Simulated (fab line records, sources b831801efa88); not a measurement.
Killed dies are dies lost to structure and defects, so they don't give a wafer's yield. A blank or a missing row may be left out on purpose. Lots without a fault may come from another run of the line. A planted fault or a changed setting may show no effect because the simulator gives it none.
Which tool did it? | flow gf180mcu | 12 lots, 36 wafers sampled, at 6 steps of a route of 602

WHAT THE GAUGES READ, wafer by wafer
GF_STI_THK_MEAS_04. Usual: STI_CVD_03_THK 207.7 nm, standard deviation 1.7.
lot  | measured    | on            | STI_CVD_03_THK (nm) | flag
L410 | day 1 23:47 | film_metro-02 | 206.6 205.4 206.2   |
L412 | day 2 09:34 | film_metro-04 | 206.2 204.5 206.4   |
L413 | day 2 15:55 | film_metro-04 | 210.3 209.4 210.3   |
L414 | day 2 20:37 | film_metro-02 | 208.4 209.8 209.6   |
L415 | day 3 00:34 | film_metro-04 | 209.2 207.9 206.1   |
L416 | day 3 06:34 | film_metro-04 | 207.7 206.3 206.9   |
L422 | day 4 11:34 | film_metro-02 | 205.8 207.3 206.7   |
L424 | day 4 21:59 | film_metro-04 | 206.0 208.8 208.4   |
L425 | day 5 02:39 | film_metro-04 | 205.6 205.5 205.5   |
L429 | day 5 22:34 | film_metro-01 | 207.8 208.9 208.1   |
L430 | day 6 03:34 | film_metro-04 | 206.4 206.7 207.2   |
L431 | day 6 08:34 | film_metro-02 | 206.4 205.3 206.8   |

GF_VT_IMPLANT_TW_MEAS_21. Usual: VT_IMPLANT_2_TW 1214, standard deviation 10.
lot  | measured     | on            | VT_IMPLANT_2_TW   | flag
L410 | day 6 20:43  | film_metro-02 | 1200 1198 1203    |
L412 | day 7 08:16  | film_metro-03 | 30 30 30 30 30 30 | OFF
L413 | day 7 19:37  | film_metro-02 | 30 30 30 29 30 30 | OFF
L414 | day 8 07:32  | film_metro-03 | 1218 1211 1213    |
L415 | day 8 07:04  | film_metro-03 | 1217 1213 1218    |
L416 | day 8 10:22  | film_metro-03 | 1216 1224 1220    |
L422 | day 10 00:27 | film_metro-04 | 1213 1217 1221    |
L424 | day 10 13:32 | film_metro-04 | 1221 1222 1215    |
L425 | day 10 21:57 | film_metro-03 | 1220 1218 1219    |
L429 | day 11 20:24 | film_metro-03 | 1215 1215 1213    |
L430 | day 12 02:54 | film_metro-03 | 1215 1216 1213    |
L431 | day 12 09:40 | film_metro-03 | 1217 1218 1211    |

GF_HV_LDD_CD_MEAS_31: target cd 400 nm. Usual: cd_nm 399.4 nm, standard deviation 2.9.
lot  | measured     | on        | cd_nm (nm)        | flag
L410 | day 12 09:39 | cd_sem-02 | 399.7 399.2 399.9 |
L414 | day 14 05:58 | cd_sem-01 | 400.4 399.5 399.3 |
L415 | day 14 06:41 | cd_sem-01 | 397.6 398.1 397.3 |
L416 | day 14 07:02 | cd_sem-01 | 402.2 400.9 400.4 |
L422 | day 16 09:41 | cd_sem-01 | 398.4 400.6 399.0 |
L424 | day 17 00:42 | cd_sem-01 | 402.7 402.3 399.0 |
L425 | day 17 07:25 | cd_sem-01 | 398.0 397.3 398.0 |
L429 | day 18 15:39 | cd_sem-02 | 406.1 405.5 403.3 |
L430 | day 18 23:50 | cd_sem-01 | 392.9 393.8 393.5 |
L431 | day 19 05:01 | cd_sem-01 | 394.5 397.5 395.6 |

GF_HV_LDD_THK_MEAS_55. Usual: HV_LDD_CVD_54_THK 10.01 nm, standard deviation 0.14.
lot  | measured     | on            | HV_LDD_CVD_54_THK (nm) | flag
L410 | day 13 08:40 | film_metro-01 | 10.05 10.00 10.13      |
L414 | day 15 06:16 | film_metro-04 | 9.95 9.88 10.00        |
L415 | day 15 07:17 | film_metro-04 | 10.18 10.04 10.16      |
L416 | day 15 09:10 | film_metro-01 | 9.83 9.88 9.90         |
L422 | day 17 11:16 | film_metro-03 | 10.23 10.13 10.13      |
L424 | day 18 01:19 | film_metro-01 | 10.11 9.87 10.08       |
L425 | day 18 08:25 | film_metro-04 | 9.96 10.13 10.11       |
L429 | day 19 18:28 | film_metro-03 | 10.25 10.17 10.19      |
L430 | day 20 02:50 | film_metro-04 | 9.76 9.82 9.86         |
L431 | day 20 07:55 | film_metro-04 | 10.30 10.20 10.15      |

WHICH TOOL RAN EACH LOT (tool, then ch and the chambers of the sampled wafers, then the start)
lot  | GF_VT_IMPLANT_STRIP_09               | GF_VT_IMPLANT_STRIP_20
L410 | plasma_asher-01 ch 0,1, day 6 05:21  | plasma_asher-01 ch 0,1, day 6 20:38
L412 | plasma_asher-02 ch 0,1, day 6 16:18  | plasma_asher-01 ch 0,1, day 7 08:09
L413 | plasma_asher-01 ch 0,1, day 7 03:01  | plasma_asher-01 ch 0,1, day 7 19:31
L414 | plasma_asher-01 ch 0,1, day 7 14:19  | plasma_asher-04 ch 0,1, day 8 07:26
L415 | plasma_asher-01 ch 0,1, day 7 14:00  | plasma_asher-02 ch 0,1, day 8 06:58
L416 | plasma_asher-04 ch 0,1, day 7 17:34  | plasma_asher-02 ch 0,1, day 8 10:16
L422 | plasma_asher-04 ch 0,1, day 9 06:58  | plasma_asher-04 ch 0,1, day 10 00:21
L424 | plasma_asher-01 ch 0,1, day 9 19:41  | plasma_asher-04 ch 0,1, day 10 13:26
L425 | plasma_asher-04 ch 0,1, day 10 02:57 | plasma_asher-01 ch 0,1, day 10 21:51
L429 | plasma_asher-02 ch 0,1, day 11 01:29 | plasma_asher-01 ch 0,1, day 11 20:18
L430 | plasma_asher-01 ch 0,1, day 11 09:07 | plasma_asher-04 ch 0,1, day 12 02:48
L431 | plasma_asher-02 ch 0,1, day 11 14:36 | plasma_asher-01 ch 0,1, day 12 09:34
- GF_VT_IMPLANT_STRIP_09: strips in O2/N2.
- GF_VT_IMPLANT_STRIP_20: strips in O2/N2.

WHAT THE TOOLS THEMSELVES READ (means of the sampled wafers that have a number; where no wafer has one, the mark that the record gives instead)
GF_VT_IMPLANT_STRIP_09. Usual: chamber_pressure_mTorr 1500.1 mTorr, standard deviation 1.4; drypump_motor_current_A 5.6 A, standard deviation 0.38; heater_power_w 345 W, standard deviation 52; oes_product_au 0.716 a.u., standard deviation 0.004; strip_time_to_endpoint_s 12.64 s, standard deviation 0.043.
lot  | tool            | chamber_pressure_mTorr (mTorr) | drypump_motor_current_A (A) | heater_power_w (W) | oes_product_au (a.u.) | strip_time_to_endpoint_s (s) | flag
L410 | plasma_asher-01 | 1501.4                         | 5.9                         | 342                | 0.714                 | 12.70                        |
L412 | plasma_asher-02 | -                              | -                           | -                  | -                     | -                            | OFF
L413 | plasma_asher-01 | -                              | -                           | -                  | -                     | -                            | OFF
L414 | plasma_asher-01 | 1500.9                         | 5.6                         | 309                | 0.717                 | 12.70                        |
L415 | plasma_asher-01 | 1499.8                         | 5.6                         | 306                | 0.720                 | 12.62                        |
L416 | plasma_asher-04 | 1500.9                         | 5.7                         | 319                | 0.718                 | 12.61                        |
L422 | plasma_asher-04 | 1500.4                         | 5.7                         | 309                | 0.720                 | 12.63                        |
L424 | plasma_asher-01 | 1500.6                         | 5.9                         | 343                | 0.717                 | 12.60                        |
L425 | plasma_asher-04 | 1499.1                         | 5.6                         | 319                | 0.717                 | 12.62                        |
L429 | plasma_asher-02 | 1500.3                         | 5.3                         | 397                | 0.717                 | 12.56                        |
L430 | plasma_asher-01 | 1500.1                         | 5.6                         | 305                | 0.717                 | 12.65                        |
L431 | plasma_asher-02 | 1500.2                         | 5.3                         | 392                | 0.713                 | 12.67                        |

GF_VT_IMPLANT_STRIP_20. Usual: chamber_pressure_mTorr 1500.0 mTorr, standard deviation 1.4; drypump_motor_current_A 5.6 A, standard deviation 0.36; heater_power_w 334 W, standard deviation 48; oes_product_au 0.716 a.u., standard deviation 0.0042; strip_time_to_endpoint_s 12.64 s, standard deviation 0.044.
lot  | tool            | chamber_pressure_mTorr (mTorr) | drypump_motor_current_A (A) | heater_power_w (W) | oes_product_au (a.u.) | strip_time_to_endpoint_s (s) | flag
L410 | plasma_asher-01 | 1499.8                         | 5.9                         | 342                | 0.715                 | 12.62                        |
L412 | plasma_asher-01 | 1501.2                         | 5.6                         | 308                | 0.718                 | 27.63                        | OFF
L413 | plasma_asher-01 | 1499.2                         | 5.6                         | 306                | 0.718                 | 27.60                        | OFF
L414 | plasma_asher-04 | 1499.9                         | 5.6                         | 314                | 0.714                 | 12.62                        |
L415 | plasma_asher-02 | 1501.6                         | 5.5                         | 412                | 0.720                 | 12.61                        |
L416 | plasma_asher-02 | 1499.8                         | 5.3                         | 392                | 0.716                 | 12.67                        |
L422 | plasma_asher-04 | 1499.7                         | 5.7                         | 305                | 0.715                 | 12.69                        |
L424 | plasma_asher-04 | 1501.3                         | 5.7                         | 311                | 0.717                 | 12.68                        |
L425 | plasma_asher-01 | 1498.7                         | 5.6                         | 307                | 0.719                 | 12.68                        |
L429 | plasma_asher-01 | 1500.3                         | 5.9                         | 349                | 0.718                 | 12.63                        |
L430 | plasma_asher-04 | 1500.8                         | 5.6                         | 308                | 0.714                 | 12.65                        |
L431 | plasma_asher-01 | 1499.2                         | 5.9                         | 344                | 0.714                 | 12.58                        |

THE ANSWER, worked out from the rows above alone
Rule: a lot is off if the mean of its wafers that have a number lies more than 3 standard deviations from the usual mean. A lot without any number at a reading at which 4 lots or more have one is off too. The other lots that the step has rows for count as sound. The gauges are gone through in route order, then the tools' own readings, and for those a lot's mean is taken as printed above. The first step at which some lot is off is used, and at that step the reading that is off furthest; a lot without a number counts as furthest.
Off: L412, L413, at GF_VT_IMPLANT_TW_MEAS_21 (VT_IMPLANT_2_TW).
A tool fits if, at a process step before that reading, it ran every lot that is off, and no sound lot after the first of them. The gauges at GF_VT_IMPLANT_TW_MEAS_21 aren't tried: what is off there is off at GF_VT_IMPLANT_STRIP_09 too, on other tools, and a gauge's error can't cause that. None of those tried fits.

WHAT THE SIMULATOR HAD PUT IN
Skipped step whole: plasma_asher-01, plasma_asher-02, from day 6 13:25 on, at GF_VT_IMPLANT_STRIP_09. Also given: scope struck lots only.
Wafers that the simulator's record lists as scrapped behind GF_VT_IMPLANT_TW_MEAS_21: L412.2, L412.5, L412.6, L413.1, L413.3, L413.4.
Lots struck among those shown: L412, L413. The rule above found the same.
